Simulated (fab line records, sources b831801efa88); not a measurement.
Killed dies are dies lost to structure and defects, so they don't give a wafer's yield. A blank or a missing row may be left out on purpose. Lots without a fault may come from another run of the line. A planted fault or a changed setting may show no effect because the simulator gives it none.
Which tool did it? | flow gf180mcu | 14 lots, 42 wafers sampled, at 5 steps of a route of 602

WHAT THE GAUGES READ, wafer by wafer
GF_STI_THK_MEAS_02. Usual: STI_OXIDATION_THK 10.06 nm, standard deviation 0.21.
lot  | measured    | on            | STI_OXIDATION_THK (nm) | flag
L730 | day 1 12:41 | film_metro-01 | 10.14 10.00 10.15      |
L731 | day 1 16:31 | film_metro-04 | 10.26 10.23 10.20      |
L732 | day 1 21:32 | film_metro-04 | 10.14 10.35 10.08      |
L733 | day 2 02:31 | film_metro-03 | 10.16 10.30 10.23      |
L734 | day 2 09:07 | film_metro-04 | 10.16 10.31 10.29      |
L738 | day 3 03:41 | film_metro-04 | 9.85 10.03 9.90        |
L739 | day 3 08:58 | film_metro-01 | 10.38 10.26 10.37      |
L740 | day 3 13:32 | film_metro-03 | 10.14 10.11 10.23      |
L741 | day 3 18:31 | film_metro-03 | 9.73 9.87 9.77         |
L743 | day 4 05:14 | film_metro-04 | 9.96 10.02 10.11       |
L747 | day 5 00:31 | film_metro-04 | 9.83 9.73 9.73         |
L751 | day 6 00:29 | film_metro-04 | 9.66 9.60 9.91         |
L752 | day 6 07:16 | film_metro-01 | 10.18 9.99 10.10       |
L753 | day 6 07:19 | film_metro-03 | 9.99 10.05 10.17       |

GF_STI_CD_MEAS_12: target cd 220 nm. Usual: cd_nm 220.0 nm, standard deviation 1.2.
lot  | measured    | on        | cd_nm (nm)        | flag
L730 | day 2 02:28 | cd_sem-01 | 221.6 222.0 221.6 |
L731 | day 2 06:37 | cd_sem-01 | 220.3 219.3 220.2 |
L732 | day 2 12:02 | cd_sem-02 | 221.7 221.5 220.9 |
L733 | day 2 16:28 | cd_sem-02 | 218.8 218.2 218.4 |
L734 | day 3 00:26 | cd_sem-01 | 221.7 220.1 219.3 |
L738 | day 3 18:34 | cd_sem-02 | 221.5 221.3 220.4 |
L739 | day 4 00:43 | cd_sem-02 | 218.5 218.6 218.8 |
L740 | day 4 05:05 | cd_sem-02 | 219.7 220.1 220.4 |
L741 | day 4 09:47 | cd_sem-02 | 222.8 221.7 222.3 |
L743 | day 4 20:16 | cd_sem-01 | 219.5 220.0 218.3 |
L747 | day 5 16:28 | cd_sem-02 | 219.7 218.3 218.7 |
L751 | day 6 16:13 | cd_sem-02 | 221.8 221.3 220.4 |
L752 | day 7 00:45 | cd_sem-02 | 220.5 221.4 220.6 |
L753 | day 6 23:55 | cd_sem-02 | 218.4 218.3 217.6 |

GF_MVSD_OVL_MEAS_07. Usual: MVSD_OVL -1.4 nm, standard deviation 1.5.
lot  | measured     | on         | MVSD_OVL (nm)     | flag
L730 | day 4 13:11  | overlay-02 | -0.6 -1.9 -1.2    |
L731 | day 4 18:35  | overlay-01 | 0.4 1.5 0.8       |
L732 | day 5 00:48  | overlay-02 | -1.6 0.0 0.3      |
L733 | day 5 03:44  | overlay-02 | -2.9 -2.3 -2.6    |
L734 | day 5 10:26  | overlay-01 | 0.1 -1.3 0.1      |
L738 | day 6 06:43  | overlay-01 | -3.2 -2.7 -2.1    |
L739 | day 6 12:38  | overlay-01 | -1.3 -2.0 -0.6    |
L740 | day 6 21:04  | overlay-01 | -0.3 -1.6 0.1     |
L741 | day 7 01:05  | overlay-02 | 236.0 236.7 237.4 | OFF
L743 | day 7 12:49  | overlay-01 | 239.6 242.2 238.3 | OFF
L747 | day 9 02:29  | overlay-02 | -0.5 -0.7 -1.3    |
L751 | day 9 20:13  | overlay-02 | -1.4 -2.7 -3.1    |
L752 | day 10 04:17 | overlay-01 | -1.4 -2.1 -2.0    |
L753 | day 9 23:28  | overlay-01 | 1.1 1.2 0.0       |

GF_POLY_GATE_THK_MEAS_01. Usual: POLY_GATE_CVD_00_THK 200.2 nm, standard deviation 2.2.
lot  | measured     | on            | POLY_GATE_CVD_00_THK (nm) | flag
L730 | day 8 12:28  | film_metro-04 | 199.3 198.3 198.3         |
L731 | day 8 18:55  | film_metro-04 | 195.8 195.9 195.8         |
L732 | day 9 01:35  | film_metro-02 | 195.9 195.8 195.4         |
L733 | day 9 08:51  | film_metro-02 | 198.9 199.2 198.4         |
L734 | day 9 16:16  | film_metro-03 | 198.5 199.8 198.9         |
L738 | day 10 17:16 | film_metro-03 | 200.7 200.2 201.5         |
L739 | day 11 00:35 | film_metro-04 | 198.8 200.4 197.5         |
L740 | day 11 11:47 | film_metro-04 | 199.0 199.5 200.0         |
L741 | day 11 16:40 | film_metro-03 | 197.6 199.6 200.8         |
L743 | day 12 05:28 | film_metro-04 | 200.2 200.9 201.8         |
L747 | day 14 03:21 | film_metro-02 | 202.2 202.2 201.4         |
L751 | day 14 21:21 | film_metro-04 | 201.1 200.2 200.5         |
L752 | day 15 07:48 | film_metro-03 | 199.4 201.0 200.1         |
L753 | day 15 05:07 | film_metro-02 | 198.0 198.4 197.7         |

WHICH TOOL RAN EACH LOT (tool, then ch and the chambers of the sampled wafers, then the start)
lot  | GF_MVSD_EXPOSE_04
L730 | iline_stepper-02 ch 0, day 4 06:37
L731 | iline_stepper-02 ch 0, day 4 12:26
L732 | iline_stepper-02 ch 0, day 4 18:13
L733 | iline_stepper-01 ch 0, day 4 21:02
L734 | iline_stepper-02 ch 0, day 5 03:37
L738 | iline_stepper-01 ch 0, day 6 00:17
L739 | iline_stepper-02 ch 0, day 6 06:12
L740 | iline_stepper-01 ch 0, day 6 13:39
L741 | iline_stepper-01 ch 0, day 6 17:59
L743 | iline_stepper-01 ch 0, day 7 04:41
L747 | iline_stepper-02 ch 0, day 8 17:50
L751 | iline_stepper-02 ch 0, day 9 11:07
L752 | iline_stepper-02 ch 0, day 9 19:11
L753 | iline_stepper-02 ch 0, day 9 15:09
- GF_MVSD_EXPOSE_04: exposes mask MVSD, target cd 1000 nm.

WHAT THE TOOLS THEMSELVES READ (means of the sampled wafers that have a number; where no wafer has one, the mark that the record gives instead)
The record holds no such reading with a usual standard deviation.

THE ANSWER, worked out from the rows above alone
Rule: a lot is off if the mean of its wafers that have a number lies more than 3 standard deviations from the usual mean. A lot without any number at a reading at which 4 lots or more have one is off too. The other lots that the step has rows for count as sound. The gauges are gone through in route order, then the tools' own readings, and for those a lot's mean is taken as printed above. The first step at which some lot is off is used, and at that step the reading that is off furthest; a lot without a number counts as furthest.
Off: L741, L743, at GF_MVSD_OVL_MEAS_07 (MVSD_OVL).
A tool fits if, at a process step before that reading, it ran every lot that is off, and no sound lot after the first of them. The gauges at GF_MVSD_OVL_MEAS_07 are tried like those tools. One fits: iline_stepper-01 at GF_MVSD_EXPOSE_04. Its last sound lot is L740 (day 6 13:39), its first lot that is off L741 (day 6 17:59): a fault that began between those two fits.

WHAT THE SIMULATOR HAD PUT IN
Scanner matching overlay: iline_stepper-01, from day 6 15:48 on, at GF_MVSD_EXPOSE_04. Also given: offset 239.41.
Lots struck among those shown: L741, L743. The rule above found the same.
